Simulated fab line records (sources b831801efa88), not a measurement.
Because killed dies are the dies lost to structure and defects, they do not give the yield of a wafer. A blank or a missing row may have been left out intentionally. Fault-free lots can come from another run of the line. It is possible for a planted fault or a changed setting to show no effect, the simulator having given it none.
fab line records	flow gf180mcu
record: lots: 13	wafers: 39	lastDay: 34
route steps=602 shown DNWELL@41 LVPWELL@61 MVPSD@80 HV_LDD@195
lots that met no fault: taken from a fault-free run of the same line
startH: start of the lot's first displayed wafer, in hours after the record's first day	waitH: time in hours since the lot's previous step	" the same as in the row above	L1.1+2: a single row standing in for several wafers	- either no value or no given start	* or withheld: withheld	< > ~ a bound
route shown NAME@n: a module of which the file shows steps, and the number in the route of the first	usual: the fault-free wafers' mean and standard deviation	same: alike in all rows	chamber/n: place in a boat	sites: each site's reading	_std_site: standard deviation of those values	_edge_site: outer sites' mean less inner sites'	radiusMm: how far each site lies from the wafer's centre	mask NAME#n: copy n	behind: the most recent tool/chamber to have shaped the wafer	hold: why the lot was held/for how many hours/how that ended	device: transistor that didn't switch, given as n, p or np	end of line: at the end of the route, the tests of the same wafers	a step without rows: its recipe alone	killed: dies lost to structure and defects at the first sort, not the wafer's yield	map: per-die view of a wafer (x killed, . not killed, _ where there is no die)
set.NAME: the setting that was run; set.NAME@STEP: the one run at that earlier step	model.NAME: the simulator's own value behind a step, which no gauge read
one table for each step of the route and one row for each wafer, over a sample of lots
services: when a tool's chamber went out of use (startH, in hours from the record's first day, below 0 if earlier), for how many hours, and the reason
== steps ==
step: GF_DNWELL_TW_MEAS_09
usual: DNWELL_TW: 1346/11
lot.wafer	tool	chamber	startH	waitH	DNWELL_TW
L860.1	filmMetro-03	-	41.87	0.1	1359
L860.3	"	-	"	"	1361
L860.4	"	-	"	"	1367
L862.2	filmMetro-03	-	54.59	0.1	1326
L862.3	"	-	"	"	1326
L862.5	"	-	"	"	1326
L863.2	filmMetro-04	-	58.29	0.1	1353
L863.4	"	-	"	"	1346
L863.5	"	-	"	"	1350
L864.2	filmMetro-02	-	63.66	0.1	1352
L864.3	"	-	"	"	1348
L864.4	"	-	"	"	1353
L865.2	filmMetro-04	-	68.68	0.1	1340
L865.3	"	-	"	"	1332
L865.4	"	-	"	"	1336
L866.2	filmMetro-03	-	75.49	0.1	1358
L866.3	"	-	"	"	1351
L866.4	"	-	"	"	1359
L868.1	filmMetro-04	-	83.87	0.1	1339
L868.4	"	-	"	"	1333
L868.6	"	-	"	"	1336
L876.1	filmMetro-04	-	127.78	0.1	1333
L876.2	"	-	"	"	1333
L876.5	"	-	"	"	1341
L877.2	filmMetro-02	-	133.18	0.1	1345
L877.5	"	-	"	"	1352
L877.6	"	-	"	"	1339
L878.3	filmMetro-03	-	142.25	0.1	1369
L878.5	"	-	"	"	1360
L878.6	"	-	"	"	1369
L880.1	filmMetro-04	-	149.07	0.1	1346
L880.3	"	-	"	"	1348
L880.6	"	-	"	"	1353
L881.1	filmMetro-02	-	154.43	0.1	1336
L881.3	"	-	"	"	1343
L881.6	"	-	"	"	1334
L883.3	filmMetro-03	-	167.97	0.1	1350
L883.4	"	-	"	"	1349
L883.5	"	-	"	"	1350
step: GF_LVPWELL_OVL_MEAS_07
usual: LVPWELL_OVL: 0.0/1.5
lot.wafer	tool	chamber	startH	waitH	LVPWELL_OVL[nm]
L860.1	overlay-02	-	66.83	-	1.8
L860.3	"	-	"	"	1.9
L860.4	"	-	"	"	0.7
L862.2	overlay-02	-	80.67	-	-0.6
L862.3	"	-	"	"	-0.9
L862.5	"	-	"	"	-3.4
L863.2	overlay-02	-	85.89	-	-2.9
L863.4	"	-	"	"	-2.7
L863.5	"	-	"	"	-2.5
L864.2	overlay-01	-	91.39	-	1.0
L864.3	"	-	"	"	1.6
L864.4	"	-	"	"	1.2
L865.2	overlay-02	-	96.32	-	1.8
L865.3	"	-	"	"	2.3
L865.4	"	-	"	"	-1.2
L866.2	overlay-01	-	104.02	-	-0.7
L866.3	"	-	"	"	-1.3
L866.4	"	-	"	"	0.1
L868.1	overlay-01	-	112.20	-	-0.4
L868.4	"	-	"	"	1.0
L868.6	"	-	"	"	0.9
L876.1	overlay-02	-	158.51	-	-0.1
L876.2	"	-	"	"	-0.2
L876.5	"	-	"	"	-0.1
L877.2	overlay-01	-	163.49	-	-0.6
L877.5	"	-	"	"	-2.2
L877.6	"	-	"	"	0.5
L878.3	overlay-02	-	174.41	-	-0.1
L878.5	"	-	"	"	1.4
L878.6	"	-	"	"	1.9
L880.1	overlay-01	-	181.10	-	-0.1
L880.3	"	-	"	"	-1.7
L880.6	"	-	"	"	0.5
L881.1	overlay-01	-	187.55	-	3.0
L881.3	"	-	"	"	0.3
L881.6	"	-	"	"	0.3
L883.3	overlay-02	-	200.61	-	-1.4
L883.4	"	-	"	"	-3.0
L883.5	"	-	"	"	-1.6
step: GF_MVPSD_COAT_02
recipe: spinRpm: 2000	resistThkNm: 3000
usual: dispensePressureKPa: 50.4/2.9	resistLineTempC: 23.01/0.089
lot.wafer	tool	chamber	startH	waitH	dispensePressureKPa	resistLineTempC
L860.1	lithoTrack-04	0	87.43	0.1	54.4	23.04
L860.3	"	0	"	"	54.4	22.95
L860.4	"	0	"	"	54.4	23.00
L862.2	lithoTrack-04	0	102.51	0.1	54.5	22.98
L862.3	"	0	"	"	54.4	23.01
L862.5	"	0	"	"	54.5	23.03
L863.2	lithoTrack-01	0	110.32	0.1	48.3	23.10
L863.4	"	0	"	"	48.3	23.07
L863.5	"	0	"	"	48.3	22.98
L864.2	lithoTrack-02	0	113.29	0.1	48.3	22.97
L864.3	"	0	"	"	48.3	23.00
L864.4	"	0	"	"	48.3	23.03
L865.2	lithoTrack-01	0	118.87	0.1	48.3	23.10
L865.3	"	0	"	"	48.3	22.95
L865.4	"	0	"	"	48.3	22.97
L866.2	lithoTrack-01	0	126.07	0.1	48.3	22.92
L866.3	"	0	"	"	48.3	22.79
L866.4	"	0	"	"	48.3	22.94
L868.1	lithoTrack-02	0	135.17	0.1	48.3	23.03
L868.4	"	0	"	"	48.3	23.11
L868.6	"	0	"	"	48.3	22.97
L876.1	lithoTrack-04	0	183.78	0.1	54.5	22.95
L876.2	"	0	"	"	54.5	22.97
L876.5	"	0	"	"	54.5	23.02
L877.2	lithoTrack-04	0	189.01	0.1	54.4	23.05
L877.5	"	0	"	"	54.5	23.17
L877.6	"	0	"	"	54.5	23.06
L878.3	lithoTrack-02	0	199.72	0.1	48.3	23.00
L878.5	"	0	"	"	48.4	22.97
L878.6	"	0	"	"	48.4	22.91
L880.1	lithoTrack-02	0	207.02	0.1	48.3	23.04
L880.3	"	0	"	"	48.4	22.94
L880.6	"	0	"	"	48.3	22.97
L881.1	lithoTrack-02	0	213.27	0.1	48.3	22.96
L881.3	"	0	"	"	48.3	22.89
L881.6	"	0	"	"	48.4	22.93
L883.3	lithoTrack-01	0	227.69	0.1	48.4	23.13
L883.4	"	0	"	"	48.4	23.12
L883.5	"	0	"	"	48.4	23.01
step: GF_MVPSD_STRIP_10
recipe: chemistry: O2/N2	powerW: 1400	pressureMtorr: 1500	platenTempC: 250	o2FlowSccm: 3000	n2FlowSccm: 300	overashFraction: 0.5
usual: drypumpMotorCurrentA: 5.51/0.24	heaterPowerW: 360/58	o2FlowSccm: 2999/9.3	oesProductAu: 0.723/0.0047	platenTempC: 250.00/0.19	stripTimeToEndpointS: 37.02/0.14
lot.wafer	tool	chamber	startH	waitH	drypumpMotorCurrentA	heaterPowerW	o2FlowSccm	oesProductAu	platenTempC	rfHoursCounterH	stripTimeToEndpointS
L860.1	plasmaAsher-03	0	94.48	0.1	5.03	335	2988	0.716	250.13	41	37.03
L860.3	"	1	"	"	5.01	377	3002	0.717	249.85	-	36.94
L860.4	"	0	"	"	5.00	330	2984	0.718	249.86	-	37.02
L862.2	plasmaAsher-01	1	109.77	0.1	5.71	281	3001	0.718	249.89	34	36.96
L862.3	"	1	"	"	5.74	273	3000	0.731	250.15	-	36.94
L862.5	"	1	"	"	5.72	277	3000	0.724	250.10	-	36.92
L863.2	plasmaAsher-01	1	118.53	0.1	5.73	281	2978	0.727	249.97	35	37.38
L863.4	"	1	"	"	5.72	276	2995	0.721	250.20	-	37.10
L863.5	"	1	"	"	5.72	277	2999	0.723	250.08	-	37.07
L864.2	plasmaAsher-02	0	121.42	0.1	5.58	403	3002	0.722	250.23	0	37.20
L864.3	"	1	"	"	5.51	315	3006	0.728	250.11	-	37.15
L864.4	"	0	"	"	5.57	397	2996	0.718	250.14	-	37.02
L865.2	plasmaAsher-02	1	126.17	0.1	5.53	322	3007	0.721	249.75	1	36.97
L865.3	"	0	"	"	5.56	410	3000	0.727	249.82	-	36.90
L865.4	"	1	"	"	5.53	324	2997	0.725	250.03	-	37.03
L866.2	plasmaAsher-01	1	134.77	0.1	5.70	271	3007	0.723	249.62	36	37.32
L866.3	"	1	"	"	5.68	275	3004	0.720	249.71	-	37.30
L866.4	"	0	"	"	5.69	438	3002	0.718	249.94	-	37.41
L868.1	plasmaAsher-02	1	142.78	0.1	5.48	317	3011	0.717	250.62	2	36.98
L868.4	"	0	"	"	5.60	406	2986	0.718	249.92	-	36.93
L868.6	"	1	"	"	5.47	319	3007	0.729	250.08	-	36.98
L876.1	plasmaAsher-03	1	192.50	0.1	4.99	371	3000	0.713	249.70	52	35.41
L876.2	"	0	"	"	5.00	329	3005	0.731	250.01	52	35.50
L876.5	"	1	"	"	5.00	374	2995	0.724	250.02	-	35.39
L877.2	plasmaAsher-03	0	197.70	0.1	5.02	345	2986	0.722	249.96	52	35.45
L877.5	"	0	"	"	5.02	340	2994	0.728	250.04	-	35.44
L877.6	"	1	"	"	4.95	375	3015	0.727	250.21	-	35.37
L878.3	plasmaAsher-02	1	209.01	0.1	5.53	330	3000	0.717	249.95	-	37.01
L878.5	"	1	"	"	5.51	330	3010	0.724	250.11	-	36.96
L878.6	"	0	"	"	5.58	400	3011	0.726	249.85	-	36.99
L880.1	plasmaAsher-01	0	215.53	0.1	5.71	433	3008	0.718	250.01	45	37.27
L880.3	"	0	"	"	5.70	443	2987	0.715	250.14	-	37.29
L880.6	"	1	"	"	5.70	281	3015	0.719	249.72	-	37.26
L881.1	plasmaAsher-01	1	222.57	0.1	5.70	277	2997	0.730	250.10	46	37.13
L881.3	"	1	"	"	5.68	275	2990	0.728	249.96	-	37.06
L881.6	"	0	"	"	5.73	445	2998	0.729	250.05	-	37.07
L883.3	plasmaAsher-02	0	236.80	0.1	5.55	399	3013	0.720	249.89	-	36.78
L883.4	"	1	"	"	5.51	326	2994	0.719	250.24	-	36.82
L883.5	"	1	"	"	5.49	326	2992	0.717	249.91	-	36.85
step: GF_HV_LDD_CD_MEAS_19
recipe: targetCdNm: 400
usual: cdNm: 400.1/2.2
lot.wafer	tool	chamber	startH	waitH	cdNm
L860.1	cdSem-01	-	230.83	0.1	400.0
L860.3	"	-	"	"	399.2
L860.4	"	-	"	"	398.5
L862.2	cdSem-02	-	251.45	0.1	400.3
L862.3	"	-	"	"	397.8
L862.5	"	-	"	"	399.2
L863.2	cdSem-02	-	258.60	0.1	402.3
L863.4	"	-	"	"	398.9
L863.5	"	-	"	"	401.3
L864.2	cdSem-02	-	267.05	0.1	401.2
L864.3	"	-	"	"	401.6
L864.4	"	-	"	"	402.0
L865.2	cdSem-01	-	272.16	0.1	401.2
L865.3	"	-	"	"	399.9
L865.4	"	-	"	"	402.0
L866.2	cdSem-02	-	278.06	0.1	405.6
L866.3	"	-	"	"	402.6
L866.4	"	-	"	"	404.8
L868.1	cdSem-01	-	294.88	0.1	400.1
L868.4	"	-	"	"	399.0
L868.6	"	-	"	"	397.1
L876.1	cdSem-01	-	354.91	0.1	400.8
L876.2	"	-	"	"	396.8
L876.5	"	-	"	"	399.6
L877.2	cdSem-01	-	364.86	0.1	397.0
L877.5	"	-	"	"	399.8
L877.6	"	-	"	"	399.3
L878.3	cdSem-02	-	375.33	0.1	400.6
L878.5	"	-	"	"	401.1
L878.6	"	-	"	"	400.0
L880.1	cdSem-01	-	388.14	0.2	397.6
L880.3	"	-	"	"	397.0
L880.6	"	-	"	"	395.9
L881.1	cdSem-01	-	394.28	0.1	402.4
L881.3	"	-	"	"	397.3
L881.6	"	-	"	"	400.3
L883.3	cdSem-02	-	410.78	0.1	399.0
L883.4	"	-	"	"	398.5
L883.5	"	-	"	"	400.2
== services ==
tool	chamber	startH	hours	kind
lithoTrack-04	-	67.96	-	consumableReplace:filter
plasmaAsher-01	-	79.35	2.9	repair
plasmaAsher-02	-	108.75	9.0	pm
plasmaAsher-02	0	108.75	9.0	ventCycle
plasmaAsher-02	1	108.75	9.0	ventCycle
plasmaAsher-02	0	117.75	-	clean
plasmaAsher-02	1	117.75	-	clean
plasmaAsher-02	-	118.11	1.0	repair
plasmaAsher-02	-	127.68	4.3	pm
lithoTrack-01	-	129.75	-	consumableReplace:filter
plasmaAsher-02	-	186.24	2.8	repair
plasmaAsher-02	-	193.88	1.9	repair
plasmaAsher-01	-	204.84	0.4	repair
plasmaAsher-02	-	205.76	2.7	repair
== key ==
firstSign: step: GF_MVPSD_STRIP_10	reading: stripTimeToEndpointS	direction: down	sigmas: 12	usual: *	struck: *
effect none on later readings
metAt GF_MVPSD_COAT_02
struckLots L876,L877
testerLeftOut L876,L877
notActingAt GF_DNWELL_TW_MEAS_09,GF_LVPWELL_OVL_MEAS_07,GF_HV_LDD_CD_MEAS_19
onsetBetween 102.51 183.78
alsoFits GF_MVPSD_STRIP_10:plasmaAsher-03
fault: kind: processParameterDrift	tool: lithoTrack-04	chamber: -	onsetH: 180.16	steps: GF_MVPSD_COAT_02	channel: resistThkNm	offset: *	shape: step	endH: 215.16	actsIn: *	stated: *
testerLeftOut: of these lots the tester's yield and bins aren't shown, on N5 and GAA mostly nor the transistor test; their killed dies are dies lost to structure and defects alone, not to doping, threshold or leakage, so they don't give the yield
